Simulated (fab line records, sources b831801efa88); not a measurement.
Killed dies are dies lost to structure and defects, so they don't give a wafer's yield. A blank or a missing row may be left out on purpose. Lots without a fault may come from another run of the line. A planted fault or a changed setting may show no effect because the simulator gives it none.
fab line records | flow sky130
record lots=6 wafers=18 last_day=50
route steps=708 shown LDD_N@247 LDD_P@255
lots that met no fault: from a run of the same line without faults
start_h: hours from the record's first day to the start of the lot's first wafer shown | wait_h: hours since the lot's step before | " the same as in the row above | L1.1+2: a row that stands for several wafers | - no value, or no start given | * or withheld: withheld | < > ~ a bound
route shown NAME@n: a module of which the file shows steps, and the number in the route of the first | usual: mean/standard deviation of fault-free wafers | same: alike in all rows | chamber/n: place in a boat | sites: the reading at each site | _std_site: their standard deviation | _edge_site: outer sites' mean less inner sites' | radius_mm: how far each site lies from the wafer's centre | mask NAME#n: copy n | behind: the tool/chamber that last shaped the wafer | hold: why the lot was held/for how many hours/how that ended | device: the transistor (n, p or np) that didn't switch | end of line: the same wafers' tests at the end of the route | a step without rows: its recipe alone | killed: dies lost to structure and defects at the first sort, not the wafer's yield | map: a wafer's dies, x killed, . not, _ none there
set.NAME: the setting as run; set.NAME@STEP: as run at that earlier step | model.NAME: the simulator's own value behind a step, which no gauge read
lots at some steps of the route; a table a step, a row a wafer
services: from which hour (start_h, from the record's first day; less than 0 if before it) a tool's chamber was out of use, for how many hours, and why
## steps
# step SKY_LDD_N_IMPLANT_10
# recipe species=As energy_kev=20 dose_cm2=7.5e+13 tilt_deg=withheld rotation_deg=203
# step SKY_LDD_N_IMPLANT_11
# recipe species=As energy_kev=20 dose_cm2=7.5e+13 tilt_deg=withheld rotation_deg=293
# step SKY_LDD_N_IMPLANT_12
# recipe species=BF2 energy_kev=50 dose_cm2=5e+12 tilt_deg=30 rotation_deg=0
# step SKY_LDD_N_IMPLANT_13
# recipe species=BF2 energy_kev=50 dose_cm2=5e+12 tilt_deg=30 rotation_deg=90
# step SKY_LDD_N_IMPLANT_14
# recipe species=BF2 energy_kev=50 dose_cm2=5e+12 tilt_deg=30 rotation_deg=180
# step SKY_LDD_N_IMPLANT_15
# recipe species=BF2 energy_kev=50 dose_cm2=5e+12 tilt_deg=30 rotation_deg=270
# step SKY_LDD_N_STRIP_16
# recipe chemistry=O2/N2 power_w=1400 pressure_mtorr=1500 platen_temp_c=withheld o2_flow_sccm=3000 n2_flow_sccm=300 overash_fraction=0.5
# usual drypump_motor_current_A=5.6/0.34 oes_product_au=0.406/0.0043 strip_time_to_endpoint_s=4.317/0.018
# columns lot.wafer tool chamber start_h wait_h drypump_motor_current_A oes_product_au rf_hours_counter_h strip_time_to_endpoint_s
L693.2 plasma_asher-03 1 424.96 0.1 6.1 0.407 30 4.339
L693.5 " 0 " " 5.7 0.406 - 4.363
L693.6 " 1 " " 6.1 0.398 - 4.327
L699.3 plasma_asher-03 1 499.39 0.1 6.1 0.400 - 4.315
L699.4 " 0 " " 5.7 0.412 - 4.307
L699.6 " 0 " " 5.7 0.410 - 4.287
L703.2 plasma_asher-04 1 515.47 0.1 5.6 0.409 71 4.303
L703.3 " 0 " " 5.1 0.414 - 4.336
L703.5 " 1 " " 5.6 0.407 - 4.306
L704.3 plasma_asher-04 0 537.10 0.1 5.1 0.409 - 4.306
L704.4 " 1 " " 5.7 0.402 - 4.303
L704.5 " 1 " " 5.6 0.408 - 4.309
L709.2 plasma_asher-04 0 566.97 0.1 5.1 0.397 77 4.301
L709.3 " 1 " " 5.7 0.412 - 4.308
L709.4 " 0 " " 5.1 0.407 - 4.307
L713.1 plasma_asher-04 1 599.97 0.1 5.7 0.407 80 4.299
L713.3 " 1 " " 5.7 0.409 - 4.331
L713.5 " 1 " " 5.7 0.409 - 4.318
# step SKY_LDD_N_TW_MEAS_17
# usual LDD_N_TW=2597/25
# columns lot.wafer tool chamber start_h wait_h LDD_N_TW
L693.2 film_metro-02 - 425.07 0.1 2644
L693.5 " - " " 2642
L693.6 " - " " 2637
L699.3 film_metro-01 - 499.47 0.1 2573
L699.4 " - " " 2569
L699.6 " - " " 2564
L703.2 film_metro-01 - 515.58 0.1 2588
L703.3 " - " " 2592
L703.5 " - " " 2586
L704.3 film_metro-02 - 537.19 0.1 2644
L704.4 " - " " 2621
L704.5 " - " " 2634
L709.2 film_metro-04 - 567.08 0.1 2594
L709.3 " - " " 2593
L709.4 " - " " 2596
L713.1 film_metro-04 - 600.07 0.1 2570
L713.3 " - " " 2568
L713.5 " - " " 2574
# step SKY_LDD_P_DEHYDRATE_00
# recipe temp_c=200 time_s=60
# step SKY_LDD_P_HMDS_01
# recipe prime_time_s=60 prime_temp_c=120
# step SKY_LDD_P_COAT_02
# recipe resist=NOVOLAK spin_rpm=3000 resist_thk_nm=1140
# step SKY_LDD_P_SOFTBAKE_03
# recipe temp_c=90 time_s=60 resist=NOVOLAK
# step SKY_LDD_P_EXPOSE_04
# recipe mask_id=PSDM na=0.6 source_shape=conventional sigma_outer=0.6 polarization=unpolarized target_cd_nm=380 dose_mj=138
# usual exposure_dose_mJ_cm2=137.12/0.16 focus_offset_nm=0.1/0.5 stage_vel_mm_s=500.00/0.25
# columns lot.wafer tool chamber start_h wait_h mask exposure_dose_mJ_cm2 focus_offset_nm stage_vel_mm_s
L693.2 iline_stepper-02 0 440.36 - PSDM#0 137.24 -0.1 499.98
L693.5 " 0 " " PSDM#0 137.31 -0.9 500.18
L693.6 " 0 " " PSDM#0 137.21 -0.2 500.22
L699.3 iline_stepper-02 0 514.85 - PSDM#0 137.06 0.6 500.11
L699.4 " 0 " " PSDM#0 137.19 -0.2 500.06
L699.6 " 0 " " PSDM#0 137.25 0.3 499.90
L703.2 iline_stepper-02 - 530.64 - PSDM#0 - - -
L703.3 " - " " PSDM#0 - - -
L703.5 " - " " PSDM#0 - - -
L704.3 iline_stepper-01 - 551.31 - PSDM#0 - - -
L704.4 " - " " PSDM#0 - - -
L704.5 " - " " PSDM#0 - - -
L709.2 iline_stepper-02 0 581.49 - PSDM#0 136.84 0.2 500.02
L709.3 " 0 " " PSDM#0 136.90 1.0 499.94
L709.4 " 0 " " PSDM#0 137.00 0.6 500.04
L713.1 iline_stepper-01 0 614.89 - PSDM#0 137.10 0.5 499.71
L713.3 " 0 " " PSDM#0 137.11 -0.2 500.12
L713.5 " 0 " " PSDM#0 137.31 0.1 500.44
# step SKY_LDD_P_PEB_05
# recipe temp_c=withheld time_s=* resist=NOVOLAK
## services
# columns tool chamber start_h hours kind
iline_stepper-02 - 419.93 1.7 pm
iline_stepper-01 - 456.75 6.2 repair
plasma_asher-03 - 501.96 0.7 repair
iline_stepper-02 - 515.26 2.1 pm
iline_stepper-02 - 517.34 - consumable_replace:lamp
iline_stepper-01 - 562.31 1.7 pm
## key
first_sign step=SKY_LDD_P_EXPOSE_04 reading=tool_record direction=missing
effect none on later readings
met_at SKY_LDD_P_EXPOSE_04
struck_wafers L703.2,L703.3,L703.5,L704.3,L704.4,L704.5
sort_left_out L703.2,L703.3,L703.5,L704.3,L704.4,L704.5
tester_left_out L703,L704
onset_between 514.85 530.64
fault kind=skipped_step_whole tool=iline_stepper-01,iline_stepper-02 chamber=- onset_h=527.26 steps=SKY_LDD_P_EXPOSE_04 scope=struck_lots_only
# tester_left_out: of these lots the tester's yield and bins aren't shown, on N5 and GAA mostly nor the transistor test; their killed dies are dies lost to structure and defects alone, not to doping, threshold or leakage, so they don't give the yield
# sort_left_out: the simulated sort isn't trusted on such a fault, so these wafers' sort isn't shown, and their yield isn't known
